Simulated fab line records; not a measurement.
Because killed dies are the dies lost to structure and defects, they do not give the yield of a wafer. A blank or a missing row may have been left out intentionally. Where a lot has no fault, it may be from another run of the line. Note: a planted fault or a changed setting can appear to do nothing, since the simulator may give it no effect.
fab line records || flow sky130
record {"lots": 7, "wafers": 21, "lastDay": 50}
route steps=708 shown CAP2M@614 METAL4@621
lots that met no fault: taken from a fault-free run of the same line
startH: the number of hours between the record's first day and the start of the first shown wafer of the lot || waitH: hours elapsed since this lot's preceding step || " unchanged from the row above || L1.1+2: a row that stands for several wafers || - either no value or no given start || * or withheld: withheld || < > ~ a bound
route shown NAME@n: names a module that has steps shown in the file, with the first one's number in the route || usual: mean/standard deviation of fault-free wafers || same: alike in all rows || chamber/n: place in a boat || sites: per-site readings || _std_site: standard deviation across them || _edge_site: outer sites' mean less inner sites' || radiusMm: for every site, how far away it sits from the centre of the wafer || mask NAME#n: copy n || behind: the tool/chamber that last shaped the wafer || hold: what put the lot on hold/how long, in hours/how the hold closed || device: the n, p or np transistor that did not switch || end of line: the same wafers' tests at the end of the route || a step with no rows: only its recipe || killed: the dies lost at the first sort to structure and to defects; this is not the yield of the wafer || map: per-die view of a wafer (x killed, . not killed, _ where there is no die)
set.NAME: the setting that was run; set.NAME@STEP: the one run at that earlier step || model.NAME: the simulator's own value behind a step, which no gauge read
lots at selected steps of the route; one table per step, one row per wafer
services: a tool's chamber out of use, with start hour (startH, from the record's first day; less than 0 if before it), hours out, and reason
## steps
# step SKY_CAP2M_DEVELOP_11
# recipe {"resist": "NOVOLAK", "developer": "TMAH", "developTimeS": 60, "devTempC": 23}
# step SKY_CAP2M_OVL_MEAS_12
# usual {"CAP2M_OVL": "-0.6/1.2"}
{"lot.wafer": "L236.4", "tool": "overlay-02", "chamber": "-", "startH": 978.48, "waitH": 0.1, "CAP2M_OVL[nm]": -2.7}
{"lot.wafer": "L236.5", "tool": "overlay-02", "chamber": "-", "startH": 978.48, "waitH": 0.1, "CAP2M_OVL[nm]": -0.5}
{"lot.wafer": "L236.6", "tool": "overlay-02", "chamber": "-", "startH": 978.48, "waitH": 0.1, "CAP2M_OVL[nm]": -1.1}
{"lot.wafer": "L240.1", "tool": "overlay-01", "chamber": "-", "startH": 1007.42, "waitH": 0.1, "CAP2M_OVL[nm]": 0.9}
{"lot.wafer": "L240.5", "tool": "overlay-01", "chamber": "-", "startH": 1007.42, "waitH": 0.1, "CAP2M_OVL[nm]": 0.2}
{"lot.wafer": "L240.6", "tool": "overlay-01", "chamber": "-", "startH": 1007.42, "waitH": 0.1, "CAP2M_OVL[nm]": 1.7}
{"lot.wafer": "L243.3", "tool": "overlay-02", "chamber": "-", "startH": 1026.99, "waitH": 0.1, "CAP2M_OVL[nm]": -0.6}
{"lot.wafer": "L243.4", "tool": "overlay-02", "chamber": "-", "startH": 1026.99, "waitH": 0.1, "CAP2M_OVL[nm]": -1.1}
{"lot.wafer": "L243.5", "tool": "overlay-02", "chamber": "-", "startH": 1026.99, "waitH": 0.1, "CAP2M_OVL[nm]": -0.2}
{"lot.wafer": "L244.2", "tool": "overlay-01", "chamber": "-", "startH": 1037.48, "waitH": 0.1, "CAP2M_OVL[nm]": -0.4}
{"lot.wafer": "L244.3", "tool": "overlay-01", "chamber": "-", "startH": 1037.48, "waitH": 0.1, "CAP2M_OVL[nm]": -0.5}
{"lot.wafer": "L244.4", "tool": "overlay-01", "chamber": "-", "startH": 1037.48, "waitH": 0.1, "CAP2M_OVL[nm]": -0.9}
{"lot.wafer": "L245.1", "tool": "overlay-02", "chamber": "-", "startH": 1046.53, "waitH": 0.1, "CAP2M_OVL[nm]": -1.7}
{"lot.wafer": "L245.3", "tool": "overlay-02", "chamber": "-", "startH": 1046.53, "waitH": 0.1, "CAP2M_OVL[nm]": -2.5}
{"lot.wafer": "L245.6", "tool": "overlay-02", "chamber": "-", "startH": 1046.53, "waitH": 0.1, "CAP2M_OVL[nm]": -0.4}
{"lot.wafer": "L251.2", "tool": "overlay-02", "chamber": "-", "startH": 1077.22, "waitH": 0.1, "CAP2M_OVL[nm]": -0.9}
{"lot.wafer": "L251.4", "tool": "overlay-02", "chamber": "-", "startH": 1077.22, "waitH": 0.1, "CAP2M_OVL[nm]": 0.0}
{"lot.wafer": "L251.5", "tool": "overlay-02", "chamber": "-", "startH": 1077.22, "waitH": 0.1, "CAP2M_OVL[nm]": 0.0}
{"lot.wafer": "L254.1", "tool": "overlay-02", "chamber": "-", "startH": 1105.67, "waitH": 0.1, "CAP2M_OVL[nm]": -0.3}
{"lot.wafer": "L254.2", "tool": "overlay-02", "chamber": "-", "startH": 1105.67, "waitH": 0.1, "CAP2M_OVL[nm]": -1.1}
{"lot.wafer": "L254.6", "tool": "overlay-02", "chamber": "-", "startH": 1105.67, "waitH": 0.1, "CAP2M_OVL[nm]": 0.2}
# step SKY_CAP2M_METAL_ETCH_13
# recipe {"targetDepthNm": 220, "stopOn": "SiO2", "chemistry": "Cl2/BCl3", "target": "TiN", "pressureMtorr": 10, "icpW": 900, "biasW": 48.5, "Cl2_flow_sccm": 60, "bcl3FlowSccm": 30, "timeS": 62.9}
# usual {"drypumpMotorCurrentA": "5.9/0.38", "oesProductAu": "0.942/0.007", "throttleValvePct": "21.902/0.0096"}
{"lot.wafer": "L236.4", "tool": "rieMetal-04", "chamber": 1, "startH": 978.53, "waitH": 0.0, "drypumpMotorCurrentA": 6.7, "oesProductAu": 0.952, "rfHoursCounterH": "-", "throttleValvePct": 21.896}
{"lot.wafer": "L236.5", "tool": "rieMetal-04", "chamber": 1, "startH": 978.53, "waitH": 0.0, "drypumpMotorCurrentA": 6.7, "oesProductAu": 0.948, "rfHoursCounterH": "-", "throttleValvePct": 21.905}
{"lot.wafer": "L236.6", "tool": "rieMetal-04", "chamber": 0, "startH": 978.53, "waitH": 0.0, "drypumpMotorCurrentA": 5.9, "oesProductAu": 0.950, "rfHoursCounterH": "-", "throttleValvePct": 21.891}
{"lot.wafer": "L240.1", "tool": "rieMetal-01", "chamber": 0, "startH": 1007.46, "waitH": 0.0, "drypumpMotorCurrentA": 5.5, "oesProductAu": 0.939, "rfHoursCounterH": 11, "throttleValvePct": 21.899}
{"lot.wafer": "L240.5", "tool": "rieMetal-01", "chamber": 1, "startH": 1007.46, "waitH": 0.0, "drypumpMotorCurrentA": 6.0, "oesProductAu": 0.963, "rfHoursCounterH": "-", "throttleValvePct": 21.890}
{"lot.wafer": "L240.6", "tool": "rieMetal-01", "chamber": 0, "startH": 1007.46, "waitH": 0.0, "drypumpMotorCurrentA": 5.5, "oesProductAu": 0.961, "rfHoursCounterH": "-", "throttleValvePct": 21.887}
{"lot.wafer": "L243.3", "tool": "rieMetal-03", "chamber": 0, "startH": 1027.04, "waitH": 0.0, "drypumpMotorCurrentA": 5.7, "oesProductAu": 0.944, "rfHoursCounterH": "-", "throttleValvePct": 21.908}
{"lot.wafer": "L243.4", "tool": "rieMetal-03", "chamber": 1, "startH": 1027.04, "waitH": 0.0, "drypumpMotorCurrentA": 5.7, "oesProductAu": 0.948, "rfHoursCounterH": "-", "throttleValvePct": 21.907}
{"lot.wafer": "L243.5", "tool": "rieMetal-03", "chamber": 1, "startH": 1027.04, "waitH": 0.0, "drypumpMotorCurrentA": 5.7, "oesProductAu": 0.944, "rfHoursCounterH": "-", "throttleValvePct": 21.909}
{"lot.wafer": "L244.2", "tool": "rieMetal-03", "chamber": 0, "startH": 1037.51, "waitH": 0.0, "drypumpMotorCurrentA": 5.7, "oesProductAu": 0.933, "rfHoursCounterH": 19, "throttleValvePct": 21.893}
{"lot.wafer": "L244.3", "tool": "rieMetal-03", "chamber": 0, "startH": 1037.51, "waitH": 0.0, "drypumpMotorCurrentA": 5.7, "oesProductAu": 0.930, "rfHoursCounterH": "-", "throttleValvePct": 21.918}
{"lot.wafer": "L244.4", "tool": "rieMetal-03", "chamber": 1, "startH": 1037.51, "waitH": 0.0, "drypumpMotorCurrentA": 5.7, "oesProductAu": 0.943, "rfHoursCounterH": "-", "throttleValvePct": 21.912}
{"lot.wafer": "L245.1", "tool": "rieMetal-01", "chamber": 0, "startH": 1046.56, "waitH": 0.0, "drypumpMotorCurrentA": 5.5, "oesProductAu": 0.940, "rfHoursCounterH": 13, "throttleValvePct": 21.908}
{"lot.wafer": "L245.3", "tool": "rieMetal-01", "chamber": 0, "startH": 1046.56, "waitH": 0.0, "drypumpMotorCurrentA": 5.5, "oesProductAu": 0.943, "rfHoursCounterH": "-", "throttleValvePct": 21.915}
{"lot.wafer": "L245.6", "tool": "rieMetal-01", "chamber": 1, "startH": 1046.56, "waitH": 0.0, "drypumpMotorCurrentA": 6.1, "oesProductAu": 0.944, "rfHoursCounterH": "-", "throttleValvePct": 21.911}
{"lot.wafer": "L251.2", "tool": "rieMetal-04", "chamber": 0, "startH": 1077.25, "waitH": 0.0, "drypumpMotorCurrentA": 5.9, "oesProductAu": 0.947, "rfHoursCounterH": 21, "throttleValvePct": 21.901}
{"lot.wafer": "L251.4", "tool": "rieMetal-04", "chamber": 0, "startH": 1077.25, "waitH": 0.0, "drypumpMotorCurrentA": 5.9, "oesProductAu": 0.948, "rfHoursCounterH": "-", "throttleValvePct": 21.907}
{"lot.wafer": "L251.5", "tool": "rieMetal-04", "chamber": 0, "startH": 1077.25, "waitH": 0.0, "drypumpMotorCurrentA": 5.9, "oesProductAu": 0.956, "rfHoursCounterH": "-", "throttleValvePct": 21.905}
{"lot.wafer": "L254.1", "tool": "rieMetal-04", "chamber": 0, "startH": 1105.71, "waitH": 0.0, "drypumpMotorCurrentA": 5.9, "oesProductAu": 0.928, "rfHoursCounterH": 23, "throttleValvePct": 21.910}
{"lot.wafer": "L254.2", "tool": "rieMetal-04", "chamber": 1, "startH": 1105.71, "waitH": 0.0, "drypumpMotorCurrentA": 6.7, "oesProductAu": 0.938, "rfHoursCounterH": 11, "throttleValvePct": 21.908}
{"lot.wafer": "L254.6", "tool": "rieMetal-04", "chamber": 1, "startH": 1105.71, "waitH": 0.0, "drypumpMotorCurrentA": 6.7, "oesProductAu": 0.940, "rfHoursCounterH": "-", "throttleValvePct": 21.896}
# step SKY_CAP2M_STRIP_14
# recipe {"chemistry": "O2/N2", "powerW": 1400, "pressureMtorr": 1500, "platenTempC": "withheld", "o2FlowSccm": 3000, "n2FlowSccm": 300, "overashFraction": 0.5}
# usual {"drypumpMotorCurrentA": "5.5/0.45", "o2FlowSccm": "3000/8.9", "oesProductAu": "0.710/0.0047", "stripTimeToEndpointS": "12.65/0.056"}
{"lot.wafer": "L236.4", "tool": "plasmaAsher-03", "chamber": 1, "startH": 978.61, "waitH": 0.1, "drypumpMotorCurrentA": 5.0, "o2FlowSccm": 3002, "oesProductAu": 0.709, "rfHoursCounterH": "-", "stripTimeToEndpointS": 12.68}
{"lot.wafer": "L236.5", "tool": "plasmaAsher-03", "chamber": 0, "startH": 978.61, "waitH": 0.1, "drypumpMotorCurrentA": 4.8, "o2FlowSccm": 2999, "oesProductAu": 0.711, "rfHoursCounterH": "-", "stripTimeToEndpointS": 12.73}
{"lot.wafer": "L236.6", "tool": "plasmaAsher-03", "chamber": 1, "startH": 978.61, "waitH": 0.1, "drypumpMotorCurrentA": 5.0, "o2FlowSccm": 3010, "oesProductAu": 0.712, "rfHoursCounterH": "-", "stripTimeToEndpointS": 12.65}
{"lot.wafer": "L240.1", "tool": "plasmaAsher-04", "chamber": 1, "startH": 1007.53, "waitH": 0.1, "drypumpMotorCurrentA": 5.7, "o2FlowSccm": 3000, "oesProductAu": 0.705, "rfHoursCounterH": 28, "stripTimeToEndpointS": 12.62}
{"lot.wafer": "L240.5", "tool": "plasmaAsher-04", "chamber": 0, "startH": 1007.53, "waitH": 0.1, "drypumpMotorCurrentA": 5.7, "o2FlowSccm": 3003, "oesProductAu": 0.710, "rfHoursCounterH": "-", "stripTimeToEndpointS": 12.65}
{"lot.wafer": "L240.6", "tool": "plasmaAsher-04", "chamber": 1, "startH": 1007.53, "waitH": 0.1, "drypumpMotorCurrentA": 5.7, "o2FlowSccm": 3000, "oesProductAu": 0.707, "rfHoursCounterH": "-", "stripTimeToEndpointS": 12.63}
{"lot.wafer": "L243.3", "tool": "plasmaAsher-01", "chamber": 0, "startH": 1027.12, "waitH": 0.1, "drypumpMotorCurrentA": 6.0, "o2FlowSccm": 2999, "oesProductAu": 0.714, "rfHoursCounterH": "-", "stripTimeToEndpointS": 12.63}
{"lot.wafer": "L243.4", "tool": "plasmaAsher-01", "chamber": 1, "startH": 1027.12, "waitH": 0.1, "drypumpMotorCurrentA": 5.7, "o2FlowSccm": 2983, "oesProductAu": 0.712, "rfHoursCounterH": "-", "stripTimeToEndpointS": 12.63}
{"lot.wafer": "L243.5", "tool": "plasmaAsher-01", "chamber": 0, "startH": 1027.12, "waitH": 0.1, "drypumpMotorCurrentA": 6.0, "o2FlowSccm": 3000, "oesProductAu": 0.702, "rfHoursCounterH": "-", "stripTimeToEndpointS": 12.62}
{"lot.wafer": "L244.2", "tool": "plasmaAsher-03", "chamber": 1, "startH": 1037.59, "waitH": 0.1, "drypumpMotorCurrentA": 5.0, "o2FlowSccm": 3018, "oesProductAu": 0.715, "rfHoursCounterH": 90, "stripTimeToEndpointS": 12.69}
{"lot.wafer": "L244.3", "tool": "plasmaAsher-03", "chamber": 1, "startH": 1037.59, "waitH": 0.1, "drypumpMotorCurrentA": 5.0, "o2FlowSccm": 3009, "oesProductAu": 0.711, "rfHoursCounterH": "-", "stripTimeToEndpointS": 12.75}
{"lot.wafer": "L244.4", "tool": "plasmaAsher-03", "chamber": 0, "startH": 1037.59, "waitH": 0.1, "drypumpMotorCurrentA": 4.8, "o2FlowSccm": 2999, "oesProductAu": 0.712, "rfHoursCounterH": "-", "stripTimeToEndpointS": 12.72}
{"lot.wafer": "L245.1", "tool": "plasmaAsher-04", "chamber": 0, "startH": 1046.64, "waitH": 0.1, "drypumpMotorCurrentA": 5.6, "o2FlowSccm": 2992, "oesProductAu": 0.705, "rfHoursCounterH": 32, "stripTimeToEndpointS": 12.69}
{"lot.wafer": "L245.3", "tool": "plasmaAsher-04", "chamber": 0, "startH": 1046.64, "waitH": 0.1, "drypumpMotorCurrentA": 5.7, "o2FlowSccm": 2987, "oesProductAu": 0.712, "rfHoursCounterH": "-", "stripTimeToEndpointS": 12.73}
{"lot.wafer": "L245.6", "tool": "plasmaAsher-04", "chamber": 0, "startH": 1046.64, "waitH": 0.1, "drypumpMotorCurrentA": 5.6, "o2FlowSccm": 2989, "oesProductAu": 0.715, "rfHoursCounterH": "-", "stripTimeToEndpointS": 12.71}
{"lot.wafer": "L251.2", "tool": "plasmaAsher-01", "chamber": 1, "startH": 1077.33, "waitH": 0.1, "drypumpMotorCurrentA": 5.7, "o2FlowSccm": 2998, "oesProductAu": 0.710, "rfHoursCounterH": 1, "stripTimeToEndpointS": 12.68}
{"lot.wafer": "L251.4", "tool": "plasmaAsher-01", "chamber": 1, "startH": 1077.33, "waitH": 0.1, "drypumpMotorCurrentA": 5.7, "o2FlowSccm": 2988, "oesProductAu": 0.709, "rfHoursCounterH": "-", "stripTimeToEndpointS": 12.66}
{"lot.wafer": "L251.5", "tool": "plasmaAsher-01", "chamber": 0, "startH": 1077.33, "waitH": 0.1, "drypumpMotorCurrentA": 6.0, "o2FlowSccm": 3001, "oesProductAu": 0.708, "rfHoursCounterH": "-", "stripTimeToEndpointS": 12.68}
{"lot.wafer": "L254.1", "tool": "plasmaAsher-03", "chamber": 0, "startH": 1105.79, "waitH": 0.1, "drypumpMotorCurrentA": 4.8, "o2FlowSccm": 3030, "oesProductAu": 0.712, "rfHoursCounterH": 98, "stripTimeToEndpointS": 12.51}
{"lot.wafer": "L254.2", "tool": "plasmaAsher-03", "chamber": 1, "startH": 1105.79, "waitH": 0.1, "drypumpMotorCurrentA": 5.0, "o2FlowSccm": 3005, "oesProductAu": 0.707, "rfHoursCounterH": 98, "stripTimeToEndpointS": 12.58}
{"lot.wafer": "L254.6", "tool": "plasmaAsher-03", "chamber": 1, "startH": 1105.79, "waitH": 0.1, "drypumpMotorCurrentA": 5.0, "o2FlowSccm": 2999, "oesProductAu": 0.717, "rfHoursCounterH": "-", "stripTimeToEndpointS": 12.55}
# step SKY_CAP2M_STRIP_15
# recipe {"chemistry": "postEtchResidueRemover", "timeS": 1200, "tempC": 72.5}
# step SKY_CAP2M_CLEAN_16
# recipe {"chemistry": "IPA", "timeS": 180, "tempC": 25}
# step SKY_CAP2M_CLEAN_17
# recipe {"chemistry": "O3/DIW", "dry": "n2Spin"}
# step SKY_METAL4_DEHYDRATE_05
# recipe {"tempC": 200, "timeS": 60}
# step SKY_METAL4_HMDS_06
# recipe {"primeTimeS": 60, "primeTempC": 120}
# step SKY_METAL4_COAT_07
# recipe {"resist": "BARC", "tempC": "withheld", "timeS": "withheld", "spinRpm": 3000, "resistThkNm": 60}
# step SKY_METAL4_COAT_08
# recipe {"resist": "KrF-thick", "spinRpm": 3000, "resistThkNm": 1140}
# step SKY_METAL4_SOFTBAKE_09
# recipe {"tempC": 100, "timeS": 90, "resist": "KrF-thick"}
# step SKY_METAL4_EXPOSE_10
# recipe {"maskId": "MM4", "na": 0.68, "sourceShape": "annular", "sigmaInner": 0.4, "sigmaOuter": 0.8, "targetCdNm": 300, "doseMj": 28}
# usual {"exposureDoseMJCm2": "27.851/0.03", "focusOffsetNm": "0.0/0.49"}
{"lot.wafer": "L236.4", "tool": "krfScanner-01", "chamber": 0, "startH": 991.40, "waitH": "-", "mask": "MM4#0", "exposureDoseMJCm2": 27.818, "focusOffsetNm": 1.2}
{"lot.wafer": "L236.5", "tool": "krfScanner-01", "chamber": 0, "startH": 991.40, "waitH": "-", "mask": "MM4#0", "exposureDoseMJCm2": 27.829, "focusOffsetNm": 1.1}
{"lot.wafer": "L236.6", "tool": "krfScanner-01", "chamber": 0, "startH": 991.40, "waitH": "-", "mask": "MM4#0", "exposureDoseMJCm2": 27.833, "focusOffsetNm": -0.3}
{"lot.wafer": "L240.1", "tool": "krfScanner-01", "chamber": 0, "startH": 1019.71, "waitH": "-", "mask": "MM4#0", "exposureDoseMJCm2": 27.828, "focusOffsetNm": 0.3}
{"lot.wafer": "L240.5", "tool": "krfScanner-01", "chamber": 0, "startH": 1019.71, "waitH": "-", "mask": "MM4#0", "exposureDoseMJCm2": 27.808, "focusOffsetNm": -0.2}
{"lot.wafer": "L240.6", "tool": "krfScanner-01", "chamber": 0, "startH": 1019.71, "waitH": "-", "mask": "MM4#0", "exposureDoseMJCm2": 27.831, "focusOffsetNm": -0.1}
{"lot.wafer": "L243.3", "tool": "krfScanner-01", "chamber": "-", "startH": 1040.08, "waitH": "-", "mask": "MM4#0", "exposureDoseMJCm2": "-", "focusOffsetNm": "-"}
{"lot.wafer": "L243.4", "tool": "krfScanner-01", "chamber": "-", "startH": 1040.08, "waitH": "-", "mask": "MM4#0", "exposureDoseMJCm2": "-", "focusOffsetNm": "-"}
{"lot.wafer": "L243.5", "tool": "krfScanner-01", "chamber": "-", "startH": 1040.08, "waitH": "-", "mask": "MM4#0", "exposureDoseMJCm2": "-", "focusOffsetNm": "-"}
{"lot.wafer": "L244.2", "tool": "krfScanner-01", "chamber": "-", "startH": 1048.68, "waitH": "-", "mask": "MM4#0", "exposureDoseMJCm2": "-", "focusOffsetNm": "-"}
{"lot.wafer": "L244.3", "tool": "krfScanner-01", "chamber": "-", "startH": 1048.68, "waitH": "-", "mask": "MM4#0", "exposureDoseMJCm2": "-", "focusOffsetNm": "-"}
{"lot.wafer": "L244.4", "tool": "krfScanner-01", "chamber": "-", "startH": 1048.68, "waitH": "-", "mask": "MM4#0", "exposureDoseMJCm2": "-", "focusOffsetNm": "-"}
{"lot.wafer": "L245.1", "tool": "krfScanner-01", "chamber": "-", "startH": 1058.06, "waitH": "-", "mask": "MM4#0", "exposureDoseMJCm2": "-", "focusOffsetNm": "-"}
{"lot.wafer": "L245.3", "tool": "krfScanner-01", "chamber": "-", "startH": 1058.06, "waitH": "-", "mask": "MM4#0", "exposureDoseMJCm2": "-", "focusOffsetNm": "-"}
{"lot.wafer": "L245.6", "tool": "krfScanner-01", "chamber": "-", "startH": 1058.06, "waitH": "-", "mask": "MM4#0", "exposureDoseMJCm2": "-", "focusOffsetNm": "-"}
{"lot.wafer": "L251.2", "tool": "krfScanner-02", "chamber": 0, "startH": 1088.76, "waitH": "-", "mask": "MM4#0", "exposureDoseMJCm2": 27.821, "focusOffsetNm": -0.7}
{"lot.wafer": "L251.4", "tool": "krfScanner-02", "chamber": 0, "startH": 1088.76, "waitH": "-", "mask": "MM4#0", "exposureDoseMJCm2": 27.889, "focusOffsetNm": -0.6}
{"lot.wafer": "L251.5", "tool": "krfScanner-02", "chamber": 0, "startH": 1088.76, "waitH": "-", "mask": "MM4#0", "exposureDoseMJCm2": 27.874, "focusOffsetNm": 0.1}
{"lot.wafer": "L254.1", "tool": "krfScanner-02", "chamber": 0, "startH": 1116.31, "waitH": "-", "mask": "MM4#0", "exposureDoseMJCm2": 27.839, "focusOffsetNm": 0.0}
{"lot.wafer": "L254.2", "tool": "krfScanner-02", "chamber": 0, "startH": 1116.31, "waitH": "-", "mask": "MM4#0", "exposureDoseMJCm2": 27.859, "focusOffsetNm": 0.1}
{"lot.wafer": "L254.6", "tool": "krfScanner-02", "chamber": 0, "startH": 1116.31, "waitH": "-", "mask": "MM4#0", "exposureDoseMJCm2": 27.844, "focusOffsetNm": 0.4}
# step SKY_METAL4_PEB_11
# recipe {"pebTempC": "withheld", "pebTimeS": "withheld", "resist": "KrF-thick"}
## services
{"tool": "krfScanner-01", "chamber": "-", "startH": 960.11, "hours": 0.2, "kind": "repair"}
{"tool": "krfScanner-01", "chamber": "-", "startH": 966.88, "hours": 1.3, "kind": "pm"}
{"tool": "krfScanner-01", "chamber": "-", "startH": 971.62, "hours": 0.9, "kind": "repair"}
{"tool": "rieMetal-03", "chamber": "-", "startH": 980.54, "hours": 1.4, "kind": "pm"}
{"tool": "krfScanner-02", "chamber": "-", "startH": 1000.19, "hours": 1.0, "kind": "pm"}
{"tool": "krfScanner-02", "chamber": "-", "startH": 1007.28, "hours": 0.6, "kind": "repair"}
{"tool": "krfScanner-01", "chamber": "-", "startH": 1022.91, "hours": 1.0, "kind": "pm"}
{"tool": "krfScanner-02", "chamber": "-", "startH": 1023.72, "hours": 34.5, "kind": "repair"}
{"tool": "krfScanner-01", "chamber": "-", "startH": 1038.57, "hours": 1.4, "kind": "repair"}
{"tool": "plasmaAsher-01", "chamber": "-", "startH": 1055.25, "hours": 9.0, "kind": "pm"}
{"tool": "plasmaAsher-01", "chamber": 0, "startH": 1055.25, "hours": 9.0, "kind": "ventCycle"}
{"tool": "plasmaAsher-01", "chamber": 1, "startH": 1055.25, "hours": 9.0, "kind": "ventCycle"}
{"tool": "plasmaAsher-01", "chamber": 0, "startH": 1064.25, "hours": "-", "kind": "clean"}
{"tool": "plasmaAsher-01", "chamber": 1, "startH": 1064.25, "hours": "-", "kind": "clean"}
{"tool": "krfScanner-01", "chamber": "-", "startH": 1065.59, "hours": 0.7, "kind": "repair"}
{"tool": "krfScanner-02", "chamber": "-", "startH": 1071.78, "hours": 1.3, "kind": "pm"}
{"tool": "krfScanner-02", "chamber": "-", "startH": 1076.17, "hours": 0.8, "kind": "pm"}
{"tool": "krfScanner-01", "chamber": "-", "startH": 1088.05, "hours": 0.8, "kind": "pm"}
{"tool": "plasmaAsher-04", "chamber": "-", "startH": 1101.57, "hours": 0.6, "kind": "repair"}
{"tool": "krfScanner-02", "chamber": "-", "startH": 1111.07, "hours": 4.0, "kind": "repair"}
## key
firstSign {"step": "SKY_METAL4_EXPOSE_10", "reading": "toolRecord", "direction": "missing"}
effect none on later readings
metAt SKY_METAL4_EXPOSE_10
struckWafers L243.3,L243.4,L243.5,L244.2,L244.3,L244.4,L245.1,L245.3,L245.6
laterRowsLeftOut L243.3,L243.4,L243.5,L244.2,L244.3,L244.4,L245.1,L245.3,L245.6
sortLeftOut L243.3,L243.4,L243.5,L244.2,L244.3,L244.4,L245.1,L245.3,L245.6
onsetBetween 1019.71 1040.08
fault {"kind": "skippedStepWhole", "tool": "krfScanner-01", "chamber": "-", "onsetH": 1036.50, "steps": "SKY_METAL4_EXPOSE_10", "scope": "struckLotsOnly"}
# sortLeftOut: the simulated sort isn't trusted on such a fault, so these wafers' sort isn't shown, and their yield isn't known
# laterRowsLeftOut: the simulator's readings of these wafers behind a module that went badly wrong aren't trusted and aren't shown, but for the sort
